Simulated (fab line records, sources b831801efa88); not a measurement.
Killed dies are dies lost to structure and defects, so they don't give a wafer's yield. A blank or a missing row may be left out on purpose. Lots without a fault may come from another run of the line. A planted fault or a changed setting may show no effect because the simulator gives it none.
Problem report in the 8D (eight disciplines) form, filled by code | flow sky130 | the parts of the form that need people (team, actions taken, sign-off) are left out

1. THE PROBLEM
cd_nm at SKY_METAL3_CD_MEAS_13 reads a mean of 261.7 nm on 3 wafers of 2 lots; wafers without a fault read 299.7 nm with a standard deviation of 1.6. That is -24 standard deviations from the usual mean.
The step: target cd 300 nm.
First seen on wafer L867.6, day 43 21:01, on cd_sem-01. The record holds 42 wafers of 14 lots with a number at this step. Rule for "out", or "out of limits": more than 4 standard deviations from the usual mean. The other wafers with a number count as sound.

2. WHAT IT IS AND WHAT IT IS NOT
question                    | is                     | is not
which readings at this step | cd_nm                  | -
which lots                  | L867, L868             | L849, L850, L851, L852, L853, L855, L856, L857, L858, L865, L869, L871
which wafers of those lots  | L867.6, L868.5, L868.6 | L867.2, L867.3, L868.3
read on which gauges        | cd_sem-01, cd_sem-02   | -
when                        | from day 43 21:01      | up to then (32 sound wafers); but 7 sound wafers of L868, L869, L871 came after

3. SUSPECTS, AND WHAT RULES EACH OUT
Counting: a tool at a process step up to the reading stays a suspect if it ran every lot that is out. Sound lots after the first of them don't rule it out here, since some wafers of a struck lot are sound.
- the gauge at SKY_METAL3_CD_MEAS_13: ruled out. The wafers that are out were read on 2 gauges (cd_sem-01, cd_sem-02).
- pvd_sputter-02 at SKY_VIA2_SPUTTER_20 (material TiN, target thk 20 nm, time 80 s): kept. It ran every lot that is out, first L867 (day 41 21:22); its last sound lot up to then is L865 (day 41 14:04).
- pvd_sputter-01 at SKY_METAL3_SPUTTER_01 (material TiN, target thk 20 nm, time 16.7 s): kept. It ran every lot that is out, first L867 (day 41 22:04); its last sound lot up to then is L865 (day 41 14:47).
- krf_scanner-02 at SKY_METAL3_EXPOSE_10 (exposes mask MM3, target cd 300 nm): kept. It ran every lot that is out, first L867 (day 43 10:26); its last sound lot up to then is L865 (day 43 03:05).
Left after counting: pvd_sputter-02 at SKY_VIA2_SPUTTER_20, pvd_sputter-01 at SKY_METAL3_SPUTTER_01, krf_scanner-02 at SKY_METAL3_EXPOSE_10.

4. THE CAUSE (what the simulator had put in)
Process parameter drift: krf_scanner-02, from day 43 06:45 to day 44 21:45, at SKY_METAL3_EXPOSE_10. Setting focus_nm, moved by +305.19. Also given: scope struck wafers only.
Counting left 3 suspects, and this tool is among them.

5. THE CHAIN OF EFFECTS, in route order
Each row: a reading whose mean over the struck wafers that have a number lies more than 3 standard deviations from the usual. Only readings for which the record gives a usual standard deviation are gone through. hours: the time from each lot's start at the first step in this table that gives one to its start at this step, as a median over the lots. sigmas: the change in usual standard deviations.
hours | step                  | reading | usual    | on struck wafers | change | sigmas
0     | SKY_METAL3_CD_MEAS_13 | cd_nm   | 299.7 nm | 261.7            | -38.0  | -24

6. WHAT WOULD HAVE CAUGHT IT SOONER
In this record the first reading out of limits at a measuring or inspecting step was taken at day 43 21:01, 14 hours after the fault began at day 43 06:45.
All the lots that are out (2) had begun SKY_METAL3_EXPOSE_10 on krf_scanner-02 by day 43 21:01. A hold on the tool at that time would have spared none of them.
